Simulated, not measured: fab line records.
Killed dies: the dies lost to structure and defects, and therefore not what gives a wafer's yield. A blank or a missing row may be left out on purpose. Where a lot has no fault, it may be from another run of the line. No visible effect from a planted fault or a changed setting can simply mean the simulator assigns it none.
Chamber matching -- flow sky130 -- pecvd-04 running SKY_CAPM_CVD_00: 3 sister chambers
The step deposits SiO2, target thk 15.5 nm. 24 wafers are shown with their chamber, then 12 later ones without.

## WAFERS WITH THEIR CHAMBER
wafer,chamber,heaterPowerW (W)
L075.2,2,899
L075.3,0,649
L075.5,2,928
L077.1,0,593
L077.2,1,878
L077.3,2,808
L077.4,2,819
L077.5,0,601
L077.6,1,869
L079.1,0,659
L079.2,2,779
L079.3,1,840
L079.4,1,834
L079.5,2,786
L079.6,0,664
L081.1,1,770
L081.3,2,901
L081.6,2,899
L083.3,0,631
L083.5,0,646
L083.6,2,830
L088.2,1,796
L088.4,0,557
L088.6,1,761

SIGNATURES, as means of the wafers listed above
reading,chamber 0,chamber 1,chamber 2,scatter within a chamber
heaterPowerW,625.00,821.14,849.89,48.1
Rule: for a wafer and a chamber, the distance is found by dividing, reading by reading, the gap between the wafer's reading and the chamber's mean by the reading's scatter, squaring, summing and taking the root. The wafer belongs to the nearest chamber; if the next one is less than 2 further off, it can't be placed. How the scatter is found: for the shown wafers, subtract from each reading the mean of its chamber, square and add these, divide the total by (wafers less chambers), then take the root.

## WAFERS MISSING THEIR CHAMBER
wafer,heaterPowerW (W)
L089.1,903
L089.2,790
L089.6,905
L093.1,634
L093.2,799
L093.6,847
L095.1,919
L095.2,616
L095.5,890
L097.2,902
L097.4,899
L097.5,635

## CHAMBER TAKEN BY EACH
wafer,from the rows above,in truth
L089.1,can't be placed: 2 or 1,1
L089.2,can't be placed: 1 or 2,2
L089.6,can't be placed: 2 or 1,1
L093.1,0,0
L093.2,can't be placed: 1 or 2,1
L093.6,can't be placed: 2 or 1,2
L095.1,can't be placed: 2 or 1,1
L095.2,0,0
L095.5,can't be placed: 2 or 1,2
L097.2,can't be placed: 2 or 1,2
L097.4,can't be placed: 2 or 1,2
L097.5,0,0
Correct placement for 3 of the 12. Unplaceable from these rows: 9, with the true chamber sitting among the candidates in 9. Wrongly placed: 0.
